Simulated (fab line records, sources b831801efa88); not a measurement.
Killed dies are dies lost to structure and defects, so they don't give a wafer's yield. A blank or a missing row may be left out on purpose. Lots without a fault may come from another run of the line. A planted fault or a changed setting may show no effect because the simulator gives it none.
Which tool did it? | flow sky130 | 11 lots, 33 wafers sampled, at 5 steps of a route of 708

WHAT THE GAUGES READ, wafer by wafer
The record holds no reading of a measuring or inspecting step that can be judged against a usual standard deviation.

WHICH TOOL RAN EACH LOT (tool, then ch and the chambers of the sampled wafers, then the start)
lot  | SKY_CAP2M_STRIP_14                   | SKY_METAL4_DESCUM_15              | SKY_VIA4_CMP_21               | SKY_METAL5_SPUTTER_01        | SKY_PAD_OPEN_PROBE_99
L422 | plasma_asher-03 ch 1, day 40 21:56   | rie_metal-03 ch 1, day 41 23:20   | cmp-01 ch 0,1,3, day 43 01:04 | pvd_sputter-03, day 43 01:18 | prober-01, day 45 22:58
L423 | plasma_asher-01 ch 0,1, day 41 05:20 | rie_metal-03 ch 0, day 42 05:53   | cmp-02 ch 0,1, day 43 08:38   | pvd_sputter-04, day 43 08:55 | prober-02, day 46 06:02
L424 | plasma_asher-03 ch 0,1, day 42 02:53 | rie_metal-01 ch 0,1, day 43 03:42 | cmp-02 ch 0,3, day 44 04:25   | pvd_sputter-02, day 44 04:45 | prober-01, day 47 03:04
L429 | plasma_asher-03 ch 0,1, day 42 22:53 | rie_metal-01 ch 0,1, day 43 22:05 | cmp-01 ch 0,1, day 44 22:46   | pvd_sputter-03, day 44 23:05 | prober-02, day 48 03:00
L430 | plasma_asher-03 ch 0,1, day 43 10:47 | rie_metal-01 ch 0,1, day 44 09:59 | cmp-01 ch 0,1,3, day 45 10:30 | pvd_sputter-04, day 45 10:41 | prober-01, day 48 04:33
L431 | plasma_asher-04 ch 0,1, day 43 13:20 | rie_metal-03 ch 0,1, day 44 12:59 | cmp-01 ch 1,3, day 45 13:37   | pvd_sputter-04, day 45 13:53 | prober-02, day 48 06:00
L433 | plasma_asher-01 ch 0,1, day 44 09:41 | rie_metal-04 ch 0,1, day 45 08:14 | cmp-02 ch 0,1,3, day 46 07:19 | pvd_sputter-03, day 46 07:35 | prober-02, day 48 21:44
L437 | plasma_asher-01 ch 0,1, day 45 17:18 | rie_metal-01 ch 0,1, day 46 14:29 | cmp-02 ch 0,2,3, day 47 12:45 | pvd_sputter-03, day 47 13:04 | prober-01, day 49 22:22
L442 | plasma_asher-01 ch 0,1, day 46 14:07 | rie_metal-04 ch 0,1, day 47 10:26 | cmp-02 ch 0,1, day 48 07:40   | pvd_sputter-03, day 48 07:59 | prober-01, day 50 15:26
L443 | plasma_asher-01 ch 0,1, day 47 00:08 | rie_metal-04 ch 0,1, day 47 21:05 | cmp-02 ch 0,1,3, day 48 18:26 | pvd_sputter-04, day 48 18:43 | prober-01, day 51 01:14
L444 | plasma_asher-01 ch 0,1, day 47 01:10 | rie_metal-03 ch 0,1, day 47 21:47 | cmp-01 ch 0,1,2, day 48 19:07 | pvd_sputter-04, day 48 19:20 | prober-02, day 50 23:50
- SKY_CAP2M_STRIP_14: strips in O2/N2.
- SKY_METAL4_DESCUM_15: chemistry O2, time 8 s.
- SKY_VIA4_CMP_21: polishes, stops on SiO2, t overpolish 25 s, target thk 0 nm.
- SKY_METAL5_SPUTTER_01: material TiN, target thk 20 nm, time 16.7 s.
- SKY_PAD_OPEN_PROBE_99

WHAT THE TOOLS THEMSELVES READ (means of the sampled wafers that have a number; where no wafer has one, the mark that the record gives instead)
SKY_CAP2M_STRIP_14. Usual: drypump_motor_current_A 5.5 A, standard deviation 0.33; oes_product_au 0.710 a.u., standard deviation 0.0045; strip_time_to_endpoint_s 12.65 s, standard deviation 0.051.
lot  | tool            | drypump_motor_current_A (A) | oes_product_au (a.u.) | strip_time_to_endpoint_s (s) | flag
L422 | plasma_asher-03 | 5.1                         | 0.708                 | 12.65                        |
L423 | plasma_asher-01 | 5.7                         | 0.714                 | 12.63                        |
L424 | plasma_asher-03 | 5.1                         | 0.706                 | 12.60                        |
L429 | plasma_asher-03 | 5.1                         | 0.711                 | 12.61                        |
L430 | plasma_asher-03 | 5.1                         | 0.711                 | 12.75                        |
L431 | plasma_asher-04 | 5.7                         | 0.708                 | 12.73                        |
L433 | plasma_asher-01 | 5.7                         | 0.712                 | 12.68                        |
L437 | plasma_asher-01 | 5.6                         | 0.707                 | 12.66                        |
L442 | plasma_asher-01 | 5.7                         | 0.709                 | 12.59                        |
L443 | plasma_asher-01 | 5.7                         | 0.715                 | 12.60                        |
L444 | plasma_asher-01 | 5.6                         | 0.707                 | 12.74                        |

SKY_METAL4_DESCUM_15. Usual: drypump_motor_current_A 5.8 A, standard deviation 0.47; oes_product_au 0.999 a.u., standard deviation 0.012.
lot  | tool         | drypump_motor_current_A (A) | oes_product_au (a.u.) | flag
L422 | rie_metal-03 | 6.1                         | 0.998                 |
L423 | rie_metal-03 | 5.4                         | 1.008                 |
L424 | rie_metal-01 | 5.5                         | 0.987                 |
L429 | rie_metal-01 | 5.4                         | 0.989                 |
L430 | rie_metal-01 | 5.4                         | 0.985                 |
L431 | rie_metal-03 | 5.6                         | 0.997                 |
L433 | rie_metal-04 | 6.6                         | 1.000                 |
L437 | rie_metal-01 | 5.4                         | 0.986                 |
L442 | rie_metal-04 | 6.5                         | 1.010                 |
L443 | rie_metal-04 | 6.5                         | 1.011                 |
L444 | rie_metal-03 | 5.6                         | 0.996                 |

SKY_VIA4_CMP_21. Usual: motor_current_A 10.0 A, standard deviation 0.91; overpolish_run_s 25.001 s, standard deviation 0.0082; time_to_endpoint_s 125 s, standard deviation 4.2.
lot  | tool   | motor_current_A (A) | overpolish_run_s (s) | time_to_endpoint_s (s) | flag
L422 | cmp-01 | 10.4                | 25.003               | 128                    |
L423 | cmp-02 | 10.1                | 25.007               | 129                    |
L424 | cmp-02 | 9.4                 | 24.995               | 125                    |
L429 | cmp-01 | 10.9                | 25.007               | 128                    |
L430 | cmp-01 | 9.9                 | 16.675               | 147                    | OFF
L431 | cmp-01 | 10.6                | 16.681               | 144                    | OFF
L433 | cmp-02 | 10.5                | 24.993               | 118                    |
L437 | cmp-02 | 9.7                 | 25.005               | 123                    |
L442 | cmp-02 | 10.6                | 24.999               | 128                    |
L443 | cmp-02 | 10.3                | 25.008               | 125                    |
L444 | cmp-01 | 10.7                | 25.006               | 126                    |

SKY_METAL5_SPUTTER_01. Usual: chamber_pressure_pa 0.4000 Pa, standard deviation 0.00073; throttle_valve_pct 29.9 %, standard deviation 1.1.
lot  | tool           | chamber_pressure_pa (Pa) | throttle_valve_pct (%) | flag
L422 | pvd_sputter-03 | 0.3995                   | 30.3                   |
L423 | pvd_sputter-04 | 0.3997                   | 30.9                   |
L424 | pvd_sputter-02 | 0.4002                   | 29.9                   |
L429 | pvd_sputter-03 | 0.3996                   | 30.4                   |
L430 | pvd_sputter-04 | 0.4012                   | 32.3                   |
L431 | pvd_sputter-04 | 0.4004                   | 30.0                   |
L433 | pvd_sputter-03 | 0.3994                   | 29.9                   |
L437 | pvd_sputter-03 | 0.4001                   | 29.8                   |
L442 | pvd_sputter-03 | 0.4012                   | 29.5                   |
L443 | pvd_sputter-04 | 0.3999                   | 29.9                   |
L444 | pvd_sputter-04 | 0.4001                   | 30.7                   |

SKY_PAD_OPEN_PROBE_99. Usual: defect_limited_yield 82.4 %, standard deviation 1.9; killed_at_M0_to_M3 44, standard deviation 7.5; killed_at_M4_up 3.2, standard deviation 1.9; killed_at_contacts 23, standard deviation 4.7; killed_at_front_end 15, standard deviation 4.7; killed_at_other 0.4, standard deviation 0.66; killed_dies 87, standard deviation 9.3; killed_on_rim 17, standard deviation 4.1; killed_open 47, standard deviation 7.2; killed_short 39, standard deviation 6.5; sort_bin_3_pad_short 0.8 %, standard deviation 0.39; sort_bin_5_function 10.5 %, standard deviation 1.4; sort_bin_6_memory 6.3 %, standard deviation 1.2; sort_n_pass 405, standard deviation 9.3; sort_yield_pct 82.4 %, standard deviation 1.9.
lot  | tool      | defect_limited_yield (%) | killed_at_M0_to_M3 | killed_at_M4_up | killed_at_contacts | killed_at_front_end | killed_at_other | killed_dies | killed_on_rim | killed_open | killed_short | sort_bin_3_pad_short (%) | sort_bin_5_function (%) | sort_bin_6_memory (%) | sort_n_pass | sort_yield_pct (%) | flag
L422 | prober-01 | 83.8                     | 34                 | 4.0             | 26                 | 14                  | 1.0             | 80          | 18            | 47          | 33           | 0.5                      | 10.1                    | 5.6                   | 412         | 83.8               |
L423 | prober-02 | 82.7                     | 44                 | 2.7             | 22                 | 16                  | 0.7             | 85          | 20            | 47          | 38           | 0.9                      | 9.8                     | 6.6                   | 407         | 82.7               |
L424 | prober-01 | 82.8                     | 42                 | 6.0             | 25                 | 11                  | 0.3             | 85          | 17            | 44          | 41           | 1.0                      | 10.0                    | 6.2                   | 407         | 82.8               |
L429 | prober-02 | 81.6                     | 48                 | 3.3             | 28                 | 10                  | 1.7             | 91          | 18            | 47          | 41           | 1.1                      | 10.5                    | 6.8                   | 401         | 81.6               |
L430 | prober-01 | 53.8                     | 46                 | 143.7           | 23                 | 14                  | 1.3             | 227         | 47            | 47          | 40           | 29.2                     | 10.7                    | 6.4                   | 265         | 53.8               | OFF
L431 | prober-02 | 54.1                     | 48                 | 139.7           | 19                 | 18                  | 1.0             | 226         | 44            | 47          | 41           | 28.7                     | 11.2                    | 6.0                   | 266         | 54.1               | OFF
L433 | prober-02 | 83.2                     | 44                 | 3.0             | 23                 | 12                  | 0.3             | 83          | 16            | 45          | 38           | 0.7                      | 10.3                    | 5.9                   | 409         | 83.2               |
L437 | prober-01 | 81.4                     | 49                 | 3.3             | 24                 | 14                  | 1.3             | 91          | 20            | 44          | 47           | 1.2                      | 10.9                    | 6.4                   | 401         | 81.4               |
L442 | prober-01 | 81.4                     | 47                 | 3.7             | 23                 | 18                  | 0.0             | 92          | 21            | 50          | 41           | 1.0                      | 10.9                    | 6.7                   | 400         | 81.4               |
L443 | prober-01 | 83.1                     | 42                 | 4.0             | 21                 | 16                  | 0.3             | 83          | 16            | 44          | 39           | 0.8                      | 10.7                    | 5.4                   | 409         | 83.1               |
L444 | prober-02 | 85.3                     | 37                 | 3.3             | 22                 | 10                  | 0.3             | 73          | 10            | 42          | 30           | 0.7                      | 9.7                     | 4.4                   | 419         | 85.3               |

THE ANSWER, worked out from the rows above alone
Rule: a lot is off if the mean of its wafers that have a number lies more than 3 standard deviations from the usual mean. A lot without any number at a reading at which 4 lots or more have one is off too. The other lots that the step has rows for count as sound. The gauges are gone through in route order, then the tools' own readings, and for those a lot's mean is taken as printed above. The first step at which some lot is off is used, and at that step the reading that is off furthest; a lot without a number counts as furthest.
Off: L430, L431, at SKY_VIA4_CMP_21 (overpolish_run_s).
A tool fits if, at that step or a process step before it, it ran every lot that is off, and no sound lot after the first of them. None of those tried fits.

WHAT THE SIMULATOR HAD PUT IN
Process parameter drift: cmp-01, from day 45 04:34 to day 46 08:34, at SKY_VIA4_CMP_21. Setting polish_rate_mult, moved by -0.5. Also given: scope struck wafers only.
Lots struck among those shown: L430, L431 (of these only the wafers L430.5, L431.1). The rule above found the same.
